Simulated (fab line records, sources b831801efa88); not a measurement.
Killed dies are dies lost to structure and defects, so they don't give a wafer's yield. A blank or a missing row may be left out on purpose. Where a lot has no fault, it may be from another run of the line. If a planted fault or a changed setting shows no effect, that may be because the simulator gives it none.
fab line records | flow sky130 | part 2 of 2: steps 43 to 43 of 43
record lots=6 wafers=18 lastDay=49
route steps=708 shown GATE_OXIDE@191 POLY_GATE@204 RES_PROTECT@206 PAD_OPEN@708
lots that met no fault: taken from a fault-free run of the same line
startH: hours from the record's first day to the start of the lot's first wafer shown | waitH: hours elapsed since this lot's preceding step | " repeats the value in the row above | L1.1+2: one row covering several wafers at once | - no value, or no start was given | * or withheld: withheld | < > ~ a bound
route shown NAME@n: a module of which the file shows steps, and the number in the route of the first | usual: mean/standard deviation taken from wafers without a fault | same: alike in all rows | chamber/n: place in a boat | sites: per-site readings | _std_site: standard deviation across them | _edge_site: inner sites' mean taken away from outer sites' mean | radiusMm: for every site, how far away it sits from the centre of the wafer | mask NAME#n: copy n | behind: the last tool/chamber to shape the wafer | hold: the reason the lot was held/the length of the hold in hours/how it ended | device: whichever transistor did not switch (one of n, p or np) | end of line: tests of these same wafers at the route's end | a step given without rows: its recipe and nothing more | killed: not the wafer's yield, but the dies lost to structure and defects at the first sort | map: shows each die of a wafer: x if killed, . if not, _ if none is there
set.NAME: the setting as run; set.NAME@STEP: as run at that earlier step | model.NAME: the simulator's own value behind a step, which no gauge read
lots seen at some steps along the route; tables by step, rows by wafer
services: from which hour (startH, from the record's first day; less than 0 if before it) a tool's chamber was out of use, for how many hours, and why
## steps
# step SKY_PAD_OPEN_PROBE_99
# usual killed_at_M0_to_M3=43/6.7 killed_at_M4_up=3.2/1.8 killedAtContacts=24/4.8 killedAtFrontEnd=16/4.2 killedAtOther=0.3/0.56 killedDies=86/8.5 killedOnRim=17/3.9 killedOpen=47/6.7 killedShort=39/6
# same grossDies=492 killedAtBackSide=0
# columns lot.wafer tool chamber startH waitH killed_at_M0_to_M3 killed_at_M4_up killedAtContacts killedAtFrontEnd killedAtOther killedDies killedOnRim killedOpen killedShort model.etest.capThickOxide.gateBvV model.etest.capThinOxide.gateLog10ACm2 model.etest.nfet_01v8_turned.offLog10AUm model.etest.nfet_01v8_swapped.offLog10AUm model.etest.nfet_01v8.offLog10AUm model.etest.capThinOxide.gateBvV model.etest.pfet_01v8_hvt.offLog10AUm model.etest.sramNfetPass.offLog10AUm
L205.2 prober-02 - 1090.88 0.1 43 1 26 16 0 86 11 49 37 15.71 -6.15 -13.22 -13.22 -13.24 6.848 -12.9 -12.68
L205.4 prober-02 - 1090.98 0.2 37 5 26 13 0 81 18 43 38 15.14 -6.122 -13.4 -13.44 -13.31 6.819 -13.11 -12.77
L205.5 prober-02 - 1091.03 0.2 47 1 26 23 0 97 23 47 49 15.51 -6.184 -13.41 -13.27 -13.31 6.763 -13.07 -12.56
L206.1 prober-01 - 1099.44 0.1 26 3 24 12 0 65 15 35 30 15.51 -6.842 -13.41 -13.45 -13.46 6.912 -13.18 -12.66
L206.2 prober-01 - 1099.49 0.1 52 2 24 18 0 96 23 62 34 16.26 -6.989 -13.51 -13.5 -13.41 7.046 -13.36 -12.62
L206.5 prober-01 - 1099.64 0.2 49 0 23 10 0 82 14 44 38 15.72 -7.051 -13.48 -13.52 -13.39 6.9 -13.29 -12.96
L207.1 prober-02 - 1106.57 0.1 53 2 31 19 0 105 20 59 45 16.01 -7.106 -13.37 -13.3 -13.32 7.118 -13.04 -12.73
L207.5 prober-02 - 1106.77 0.2 45 4 24 21 0 94 28 44 48 15.84 -6.783 -13.31 -13.35 -13.29 6.799 -13.2 -12.65
L207.6 prober-02 - 1106.82 0.2 43 3 24 19 0 89 16 43 46 16.11 -6.832 -13.33 -13.33 -13.24 6.91 -12.91 -12.8
L211.2 prober-02 - 1127.85 0.1 50 5 25 13 0 93 17 51 42 15.3 -6.662 -13.27 -13.34 -13.36 6.968 -12.96 -12.44
L211.4 prober-02 - 1127.95 0.2 40 3 24 9 1 77 14 44 33 15.26 -6.734 -13.4 -13.4 -13.25 6.852 -12.97 -12.8
L211.6 prober-02 - 1128.05 0.2 51 2 29 8 0 90 16 59 30 16 -6.801 -13.34 -13.26 -13.3 6.887 -12.88 -13.09
L215.1 prober-02 - 1151.95 0.1 28 6 29 11 0 74 14 49 25 7.453 0.9073 -10.09 -9.913 -9.699 3.688 -9.925 -9.918
L215.3 prober-02 - 1152.05 0.2 43 0 25 19 0 87 20 57 30 7.285 0.859 -9.88 -9.989 -10.04 3.772 -9.882 -9.978
L215.4 prober-02 - 1152.10 0.2 43 4 27 14 0 88 19 49 39 7.423 0.8006 -9.952 -9.926 -9.972 3.804 -10.17 -9.688
L220.1 prober-01 - 1176.91 0.1 57 2 19 12 2 92 21 53 39 7.24 0.9459 -9.35 -9.984 -9.599 3.691 -9.993 -9.79
L220.3 prober-01 - 1177.01 0.2 39 1 23 10 0 73 14 37 36 7.273 1.023 -9.449 -9.431 -9.563 3.621 -10.01 -9.48
L220.4 prober-01 - 1177.06 0.2 47 4 20 21 0 92 19 52 40 7.333 1.022 -10.03 -9.646 -9.891 3.595 -10.02 -9.73
# killed by level:class
L205.2 CONTACT:geometricParticle:open=11 VIA1:geometricParticle:open=11 CONTACT:geometricParticle:short=7 VIA2:geometricParticle:open=7 VIA3:geometricParticle:short=6 FIELD_ISO:geometricParticle:open=5 METAL1:geometricParticle:short=5 METAL2:geometricParticle:short=5
L205.4 CONTACT:geometricParticle:open=10 LI_CONTACT:geometricParticle:open=8 VIA1:geometricParticle:open=8 VIA3:geometricParticle:open=8 FIELD_ISO:geometricParticle:short=5 METAL4:geometricParticle:short=5 LOCAL_INTERCONNECT:geometricParticle:short=4 METAL3:geometricParticle:short=4
L205.5 CONTACT:geometricParticle:open=10 VIA1:geometricParticle:open=10 VIA3:geometricParticle:open=9 CONTACT:geometricParticle:short=7 FIELD_ISO:geometricParticle:short=5 POLY_GATE:geometricParticle:open=5 POLY_GATE:geometricParticle:short=5 METAL2:geometricParticle:short=5
L206.1 CONTACT:geometricParticle:open=10 CONTACT:geometricParticle:short=7 VIA3:geometricParticle:open=7 VIA1:geometricParticle:open=5 FIELD_ISO:geometricParticle:short=4 LI_CONTACT:geometricParticle:open=4 METAL3:geometricParticle:short=4 POLY_GATE:geometricParticle:open=3
L206.2 VIA3:geometricParticle:open=14 VIA1:geometricParticle:open=14 LI_CONTACT:geometricParticle:open=11 CONTACT:geometricParticle:open=7 FIELD_ISO:geometricParticle:open=6 VIA2:geometricParticle:open=5 METAL2:geometricParticle:short=5 FIELD_ISO:geometricParticle:short=4
L206.5 VIA3:geometricParticle:open=10 VIA1:geometricParticle:open=8 LI_CONTACT:geometricParticle:open=7 CONTACT:geometricParticle:open=6 METAL1:geometricParticle:short=5 VIA1:geometricParticle:short=5 METAL2:geometricParticle:short=5 VIA2:geometricParticle:open=5
L207.1 VIA1:geometricParticle:open=16 CONTACT:geometricParticle:open=12 METAL2:geometricParticle:short=9 METAL1:geometricParticle:short=8 LI_CONTACT:geometricParticle:open=7 VIA3:geometricParticle:open=7 CONTACT:geometricParticle:short=5 VIA1:geometricParticle:short=5
L207.5 VIA1:geometricParticle:open=11 VIA1:geometricParticle:short=7 CONTACT:geometricParticle:open=7 LI_CONTACT:geometricParticle:open=6 CONTACT:geometricParticle:short=6 METAL2:geometricParticle:short=6 POLY_GATE:geometricParticle:short=5 METAL3:geometricParticle:short=5
L207.6 VIA1:geometricParticle:open=9 METAL1:geometricParticle:short=8 VIA3:geometricParticle:open=8 CONTACT:geometricParticle:short=7 VIA2:geometricParticle:open=7 POLY_GATE:geometricParticle:open=5 LOCAL_INTERCONNECT:geometricParticle:short=5 CONTACT:geometricParticle:open=5
L211.2 CONTACT:geometricParticle:open=11 VIA1:geometricParticle:open=10 METAL1:geometricParticle:short=7 METAL2:geometricParticle:short=7 VIA3:geometricParticle:open=7 FIELD_ISO:geometricParticle:open=5 LOCAL_INTERCONNECT:geometricParticle:short=5 VIA2:geometricParticle:open=5
L211.4 LI_CONTACT:geometricParticle:open=9 VIA1:geometricParticle:open=8 VIA3:geometricParticle:open=7 LOCAL_INTERCONNECT:geometricParticle:short=5 CONTACT:geometricParticle:open=5 VIA2:geometricParticle:open=5 VIA1:geometricParticle:short=5 POLY_GATE:geometricParticle:short=3
L211.6 VIA1:geometricParticle:open=12 CONTACT:geometricParticle:open=11 LI_CONTACT:geometricParticle:open=11 VIA2:geometricParticle:open=10 VIA3:geometricParticle:open=7 VIA1:geometricParticle:short=4 METAL2:geometricParticle:short=4 METAL3:geometricParticle:short=4
L215.1 CONTACT:geometricParticle:open=15 VIA1:geometricParticle:open=10 LI_CONTACT:geometricParticle:open=7 METAL4:geometricParticle:short=6 LI_CONTACT:geometricParticle:short=4 FIELD_ISO:geometricParticle:short=3 POLY_GATE:geometricParticle:open=3 METAL1:geometricParticle:open=3
L215.3 VIA1:geometricParticle:open=14 CONTACT:geometricParticle:open=10 VIA3:geometricParticle:open=8 FIELD_ISO:geometricParticle:short=5 LI_CONTACT:geometricParticle:open=5 POLY_GATE:geometricParticle:open=5 VIA2:geometricParticle:open=5 FIELD_ISO:geometricParticle:open=4
L215.4 VIA1:geometricParticle:open=13 LI_CONTACT:geometricParticle:open=9 CONTACT:geometricParticle:open=8 METAL2:geometricParticle:short=7 VIA2:geometricParticle:open=7 POLY_GATE:geometricParticle:short=6 METAL1:geometricParticle:short=5 CONTACT:geometricParticle:short=4
L220.1 VIA2:geometricParticle:open=12 VIA1:geometricParticle:open=11 CONTACT:geometricParticle:open=9 VIA3:geometricParticle:open=8 METAL1:geometricParticle:short=5 VIA1:geometricParticle:short=5 LOCAL_INTERCONNECT:geometricParticle:short=4 METAL2:geometricParticle:short=4
L220.3 METAL2:geometricParticle:short=9 CONTACT:geometricParticle:open=8 VIA1:geometricParticle:open=8 CONTACT:geometricParticle:short=7 VIA2:geometricParticle:open=6 VIA3:geometricParticle:open=5 LI_CONTACT:geometricParticle:open=4 FIELD_ISO:geometricParticle:short=3
L220.4 VIA1:geometricParticle:open=16 LI_CONTACT:geometricParticle:open=8 POLY_GATE:geometricParticle:open=6 METAL2:geometricParticle:short=6 VIA2:geometricParticle:short=6 FIELD_ISO:geometricParticle:open=5 POLY_GATE:geometricParticle:short=5 VIA1:geometricParticle:short=5
## services
# columns tool chamber startH hours kind
rieDiel-04 3 314.13 8.1 repair
plasmaAsher-01 - 318.65 0.9 repair
plasmaAsher-04 - 340.54 4.7 repair
rieDiel-03 2 344.14 5.3 repair
rieDiel-04 0 349.11 7.5 repair
plasmaAsher-02 - 356.20 2.8 pm
plasmaAsher-04 - 372.95 2.3 repair
plasmaAsher-03 - 377.28 1.8 repair
rieDiel-04 - 379.47 0.7 repair
plasmaAsher-01 - 392.50 2.5 repair
furnace-02 - 395.06 2.7 pm
rieSi-01 3 395.11 11.6 repair
rieDiel-03 2 399.62 12.7 repair
furnace-02 - 405.15 3.3 pm
plasmaAsher-03 - 421.25 9.0 pm
plasmaAsher-01 - 424.96 1.7 repair
rieSi-01 1 432.04 4.7 repair
rieSi-01 1 439.68 7.3 repair
rieSi-01 3 452.37 14.8 repair
rieDiel-03 - 468.70 0.2 repair
plasmaAsher-03 - 482.90 1.2 repair
plasmaAsher-03 - 491.84 14.6 pm
rieSi-01 0 514.20 4.5 repair
rieSi-01 2 514.69 1.6 repair
## key
firstSign none at tools or gauges
modelEffect step=SKY_PAD_OPEN_PROBE_99 value=etest.capThickOxide.gateBvV without=15.69 struck=7.335
metAt SKY_GATE_OXIDE_OXIDATION_16
struckWafers L215.1,L215.3,L215.4,L220.1,L220.3,L220.4
testerLeftOut L215,L220
onsetBetween 354.38 426.46
alsoFits time
fault kind=metallicContaminationSource tool=furnace-02 chamber=- onsetH=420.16 steps=SKY_GATE_OXIDE_OXIDATION_16 rateCm2PerVisit=5.4226e+12 species=metalFeCm2
# testerLeftOut: of these lots the tester's yield and bins aren't shown, on N5 and GAA mostly nor the transistor test; their killed dies are dies lost to structure and defects alone, not to doping, threshold or leakage, so they don't give the yield
